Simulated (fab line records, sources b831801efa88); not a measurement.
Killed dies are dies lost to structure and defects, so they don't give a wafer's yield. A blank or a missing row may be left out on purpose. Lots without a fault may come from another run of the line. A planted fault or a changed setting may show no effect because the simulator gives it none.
fab line records | flow sky130
record lots=13 wafers=38 last_day=50
route steps=708 shown CONTACT@410 VIA4@641 PASSIVATION@684 PAD_OPEN@707
lots that met no fault: from a run of the same line without faults
start_h: hours from the record's first day to the start of the lot's first wafer shown | wait_h: hours since the lot's step before | " the same as in the row above | L1.1+2: a row that stands for several wafers | - no value, or no start given | * or withheld: withheld | < > ~ a bound
route shown NAME@n: a module of which the file shows steps, and the number in the route of the first | usual: mean/standard deviation of fault-free wafers | same: alike in all rows | chamber/n: place in a boat | sites: the reading at each site | _std_site: their standard deviation | _edge_site: outer sites' mean less inner sites' | radius_mm: how far each site lies from the wafer's centre | mask NAME#n: copy n | behind: the tool/chamber that last shaped the wafer | hold: why the lot was held/for how many hours/how that ended | device: the transistor (n, p or np) that didn't switch | end of line: the same wafers' tests at the end of the route | a step without rows: its recipe alone | killed: dies lost to structure and defects at the first sort, not the wafer's yield | map: a wafer's dies, x killed, . not, _ none there
set.NAME: the setting as run; set.NAME@STEP: as run at that earlier step | model.NAME: the simulator's own value behind a step, which no gauge read
steps of the route over a sample of lots; a table a step, a row a wafer
services: from which hour (start_h, from the record's first day; less than 0 if before it) a tool's chamber was out of use, for how many hours, and why
## steps
# step SKY_CONTACT_CMP_04
# recipe material=SiO2 down_force_psi=4 platen_rpm=60 pad_velocity_m_s=0.94248
# usual motor_current_A=12.6/0.72 time_to_endpoint_s=83/4.4
# columns lot.wafer tool chamber start_h wait_h motor_current_A time_to_endpoint_s
L144.3 cmp-01 0 704.20 0.1 12.1 88
L144.5 " 3 " " 13.0 76
L144.6 " 0 " " 12.4 81
L145.1 cmp-01 1 719.24 0.1 13.0 91
L145.2 " 3 " " 13.4 81
L145.5 " 1 " " 13.2 85
L147.4 cmp-01 2 731.90 0.2 13.3 82
L147.1 " 0 " " 11.8 78
L147.5 " 1 " " 13.3 88
L148.2 cmp-01 3 735.56 0.0 12.1 77
L148.1 " 2 " " 12.9 83
L148.5 " 3 " " 13.8 78
L151.1 cmp-01 2 767.47 0.1 13.0 85
L151.4 " 3 " " 13.4 85
L151.6 " 3 " " 13.1 82
L152.3 cmp-02 2 772.18 0.1 12.8 87
L152.5 " 0 " " 11.5 77
L152.6 " 1 " " 12.3 82
L155.2 cmp-01 3 819.55 0.1 13.1 87
L155.1 " 0 " " 11.8 89
L155.3 " 1 " " 13.0 95
L157.1 cmp-02 2 820.27 0.1 12.7 83
L157.4 " 3 " " 13.4 82
L162.2 cmp-02 1 849.11 0.2 12.3 77
L162.6 " 0 " " 12.1 78
L162.5 " 1 " " 12.2 79
L163.1 cmp-02 1 855.08 0.1 12.4 81
L163.2 " 2 " " 13.2 78
L163.4 " 0 " " 12.0 80
L166.3 cmp-02 2 880.98 0.1 12.8 83
L166.4 " 3 " " 14.1 84
L166.5 " 0 " " 11.1 85
L165.3 cmp-01 2 881.64 0.1 13.2 82
L165.4 " 3 " " 13.9 85
L165.5 " 1 " " 12.9 92
L167.2 cmp-01 0 883.83 0.0 12.3 89
L167.4 " 2 " " 13.0 81
L167.3 " 3 " " 13.7 83
# step SKY_VIA4_CMP_02
# recipe material=SiO2 down_force_psi=4 platen_rpm=60 pad_velocity_m_s=0.94248
# usual motor_current_A=12.7/0.68
# columns lot.wafer tool chamber start_h wait_h motor_current_A
L144.3 cmp-01 2 976.10 0.1 13.0
L144.5 " 0 " " 12.0
L144.6 " 1 " " 12.1
L145.1 cmp-02 0 988.62 0.1 11.3
L145.2 " 1 " " 12.6
L145.5 " 3 " " 13.4
L147.1 cmp-01 1 1001.00 0.1 12.6
L147.4 " 2 " " 13.1
L147.5 " 0 " " 12.5
L148.2 cmp-02 0 1007.40 0.0 11.0
L148.1 " 1 " " 12.7
L148.5 " 1 " " 12.5
L151.4 cmp-02 3 1033.44 0.0 12.9
L151.1 " 0 " " 12.0
L151.6 " 3 " " 13.7
L152.3 cmp-01 0 1036.87 0.2 12.5
L152.6 " 3 " " 13.6
L152.5 " 0 " " 12.5
L155.2 cmp-02 0 1076.54 0.1 12.1
L155.3 " 1 " " 12.6
L155.1 " 2 " " 13.1
L157.4 cmp-02 2 1077.33 0.0 12.6
L157.1 " 1 " " 12.7
L162.2 cmp-01 2 1100.15 0.1 13.4
L162.6 " 0 " " 12.3
L162.5 " 1 " " 12.9
L163.4 cmp-01 1 1105.29 0.0 13.0
L163.1 " 2 " " 12.7
L163.2 " 3 " " 13.6
L166.3 cmp-01 1 1126.45 0.0 12.9
L166.4 " 0 " " 12.2
L166.5 " 1 " " 12.6
L165.3 cmp-02 1 1126.70 0.2 12.6
L165.4 " 0 " " 11.1
L165.5 " 1 " " 12.0
L167.4 cmp-01 3 1127.63 0.0 13.1
L167.3 " 1 " " 12.4
L167.2 " 2 " " 12.7
# step SKY_PASSIVATION_THK_MEAS_03
# recipe reads=Si3N4_of_PASSIVATION_CVD_02
# usual PASSIVATION_CVD_02_THK=541/7.3
# columns lot.wafer tool chamber start_h wait_h PASSIVATION_CVD_02_THK[nm]
L144.3 film_metro-03 - 1024.61 - 526
L144.5 " - " " 549
L144.6 " - " " 537
L145.1 film_metro-04 - 1037.38 - 531
L145.2 " - " " 529
L145.5 " - " " 544
L147.1 film_metro-03 - 1048.33 - 536
L147.4 " - " " 549
L147.5 " - " " 550
L148.1 film_metro-04 - 1055.47 - 537
L148.2 " - " " 528
L148.5 " - " " 545
L151.1 film_metro-02 - 1079.52 - 542
L151.4 " - " " 537
L151.6 " - " " 550
L152.3 film_metro-03 - 1081.35 - 544
L152.5 " - " " 554
L152.6 " - " " 545
L155.1 film_metro-04 - 1119.25 - 541
L155.2 " - " " 534
L155.3 " - " " 531
L157.1 film_metro-02 - 1119.92 - 532
L157.4 " - " " 534
L162.2 film_metro-04 - 1141.66 - 529
L162.5 " - " " 538
L162.6 " - " " 543
L163.1 film_metro-02 - 1147.03 - 539
L163.2 " - " " 542
L163.4 " - " " 547
L166.3 film_metro-03 - 1166.50 - 534
L166.4 " - " " 548
L166.5 " - " " 557
L165.3 film_metro-03 - 1167.07 - 551
L165.4 " - " " 556
L165.5 " - " " 549
L167.2 film_metro-03 - 1167.58 - 542
L167.3 " - " " 536
L167.4 " - " " 544
# step SKY_PAD_OPEN_BOW_MEAS_13
# recipe mode=bow
# usual PAD_OPEN_BOW=49/8.9
# columns lot.wafer tool chamber start_h wait_h PAD_OPEN_BOW[um]
L144.3 film_metro-01 - 1070.75 - 53
L144.5 " - " " 42
L144.6 " - " " 56
L145.1 film_metro-04 - 1082.14 - 55
L145.2 " - " " 62
L145.5 " - " " 61
L147.1 film_metro-01 - 1091.09 - 45
L147.4 " - " " 58
L147.5 " - " " 48
L148.1 film_metro-04 - 1099.81 - 39
L148.2 " - " " 30
L148.5 " - " " 52
L151.1 film_metro-04 - 1121.66 - 50
L151.4 " - " " 36
L151.6 " - " " 47
L152.3 film_metro-04 - 1123.32 - 47
L152.5 " - " " 47
L152.6 " - " " 52
L155.1 film_metro-01 - 1159.18 - 48
L155.2 " - " " 54
L155.3 " - " " 52
L157.1 film_metro-02 - 1160.40 - 54
L157.4 " - " " 40
L162.2 film_metro-04 - 1179.55 - 40
L162.5 " - " " 34
L162.6 " - " " 40
L163.1 film_metro-01 - 1183.96 - 46
L163.2 " - " " 53
L163.4 " - " " 62
L166.3 film_metro-02 - 1201.66 - 46
L166.4 " - " " 34
L166.5 " - " " 50
L165.3 film_metro-04 - 1202.29 - 45
L165.4 " - " " 42
L165.5 " - " " 57
L167.2 film_metro-04 - 1203.14 - 57
L167.3 " - " " 46
L167.4 " - " " 43
# step SKY_PAD_OPEN_PROBE_99
# usual killed_at_M0_to_M3=43/7 killed_at_M4_up=3.3/1.8 killed_at_contacts=24/6.2 killed_at_front_end=16/4.7 killed_at_other=0.4/0.58 killed_dies=87/10 killed_on_rim=16/3.7 killed_open=47/6.4 killed_short=39/7
# same gross_dies=492 killed_at_back_side=0
# columns lot.wafer tool chamber start_h wait_h killed_at_M0_to_M3 killed_at_M4_up killed_at_contacts killed_at_front_end killed_at_other killed_dies killed_on_rim killed_open killed_short
L152.3 prober-01 - 1123.50 0.2 43 1 26 20 2 92 15 55 36
L152.5 prober-01 - 1123.60 0.2 38 3 26 10 0 77 18 34 43
L152.6 prober-01 - 1123.65 0.2 31 3 37 15 0 86 24 54 32
L155.1 prober-01 - 1159.30 0.1 28 0 174 11 0 213 34 28 20
L155.2 prober-01 - 1159.35 0.1 49 2 21 17 0 89 26 48 41
L155.3 prober-01 - 1159.40 0.2 50 2 19 15 1 87 16 49 38
L163.1 prober-02 - 1184.08 0.1 31 3 21 16 2 73 13 39 33
L163.2 prober-02 - 1184.13 0.1 37 4 25 20 0 86 14 48 38
L163.4 prober-02 - 1184.23 0.2 52 5 22 16 0 95 17 55 40
# killed by level:class
L152.3 FIELD_ISO:geometric_particle:open=10 VIA1:geometric_particle:open=10 CONTACT:geometric_particle:open=8 VIA3:geometric_particle:open=8 LI_CONTACT:geometric_particle:open=6 METAL1:geometric_particle:short=5 CONTACT:geometric_particle:short=5 LI_CONTACT:geometric_particle:short=4
L152.5 LI_CONTACT:geometric_particle:short=8 LI_CONTACT:geometric_particle:open=6 METAL1:geometric_particle:short=6 CONTACT:geometric_particle:open=6 VIA1:geometric_particle:open=5 VIA2:geometric_particle:short=5 METAL3:geometric_particle:short=5 VIA3:geometric_particle:open=5
L152.6 CONTACT:geometric_particle:open=21 VIA3:geometric_particle:open=8 FIELD_ISO:geometric_particle:open=5 LI_CONTACT:geometric_particle:open=5 CONTACT:geometric_particle:short=5 VIA1:geometric_particle:short=5 FIELD_ISO:geometric_particle:short=4 VIA2:geometric_particle:open=4
L155.1 CONTACT:unspecified=165 VIA1:geometric_particle:open=9 METAL1:geometric_particle:short=4 FIELD_ISO:geometric_particle:short=3 POLY_GATE:geometric_particle:open=3 METAL2:geometric_particle:short=3 CONTACT:geometric_particle:short=3 METAL2:geometric_particle:open=3
L155.2 METAL1:geometric_particle:short=10 VIA1:geometric_particle:open=8 METAL2:geometric_particle:short=8 LI_CONTACT:geometric_particle:open=7 VIA2:geometric_particle:open=7 VIA3:geometric_particle:open=6 CONTACT:geometric_particle:open=5 FIELD_ISO:geometric_particle:short=4
L155.3 VIA1:geometric_particle:open=15 CONTACT:geometric_particle:open=9 VIA1:geometric_particle:short=6 VIA2:geometric_particle:open=6 FIELD_ISO:geometric_particle:short=4 POLY_GATE:geometric_particle:short=4 METAL1:geometric_particle:short=4 METAL3:geometric_particle:short=4
L163.1 CONTACT:geometric_particle:open=10 LI_CONTACT:geometric_particle:open=6 METAL2:geometric_particle:short=6 POLY_GATE:geometric_particle:short=5 FIELD_ISO:geometric_particle:open=4 LI_CONTACT:geometric_particle:short=4 VIA3:geometric_particle:open=4 VIA1:geometric_particle:open=4
L163.2 VIA1:geometric_particle:open=11 CONTACT:geometric_particle:short=7 CONTACT:geometric_particle:open=7 FIELD_ISO:geometric_particle:open=6 LI_CONTACT:geometric_particle:open=6 FIELD_ISO:geometric_particle:short=5 VIA1:geometric_particle:short=4 METAL2:geometric_particle:short=4
L163.4 VIA1:geometric_particle:open=18 CONTACT:geometric_particle:open=13 VIA2:geometric_particle:open=7 METAL2:geometric_particle:short=6 POLY_GATE:geometric_particle:short=6 POLY_GATE:geometric_particle:open=5 VIA1:geometric_particle:short=5 FIELD_ISO:geometric_particle:short=4
## services
# columns tool chamber start_h hours kind
cmp-01 - 690.75 6.4 pm
cmp-01 - 699.56 1.5 repair
cmp-02 - 710.48 2.5 repair
cmp-01 - 712.71 0.7 repair
cmp-02 - 723.91 0.3 repair
cmp-02 - 728.31 3.6 pm
cmp-02 - 747.22 4.0 pm
cmp-02 - 752.79 2.1 repair
cmp-02 - 790.23 0.8 repair
cmp-01 - 854.48 3.1 repair
cmp-01 - 858.35 5.7 pm
cmp-02 - 889.81 1.9 repair
cmp-01 - 912.29 4.0 pm
cmp-02 - 913.94 2.0 repair
cmp-02 - 930.03 0.5 repair
cmp-01 - 943.91 1.9 repair
cmp-01 - 951.30 1.7 repair
cmp-01 - 1013.57 16.1 pm
cmp-02 - 1034.47 4.9 pm
cmp-01 - 1037.30 0.8 repair
cmp-01 - 1059.41 2.3 repair
cmp-02 - 1087.22 4.0 pm
cmp-01 - 1093.91 1.3 repair
cmp-01 - 1103.61 0.5 repair
## key
first_sign step=SKY_PAD_OPEN_PROBE_99 reading=killed_at_contacts direction=up sigmas=24 usual=24 struck=174
effect step=SKY_PAD_OPEN_PROBE_99 reading=killed_dies direction=up sigmas=13 usual=87 struck=213
met_at SKY_CONTACT_CMP_04
struck_lots L155
struck_wafers L155.1
tester_left_out L155
not_acting_at SKY_VIA4_CMP_02,SKY_PASSIVATION_THK_MEAS_03,SKY_PAD_OPEN_BOW_MEAS_13
onset_between 731.90 819.55
fault kind=chamber_particle_source tool=cmp-01 chamber=0 onset_h=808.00 steps=SKY_CONTACT_CMP_04 rate_per_visit_cm2=0.94628 end_h=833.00
# tester_left_out: of these lots the tester's yield and bins aren't shown, on N5 and GAA mostly nor the transistor test; their killed dies are dies lost to structure and defects alone, not to doping, threshold or leakage, so they don't give the yield
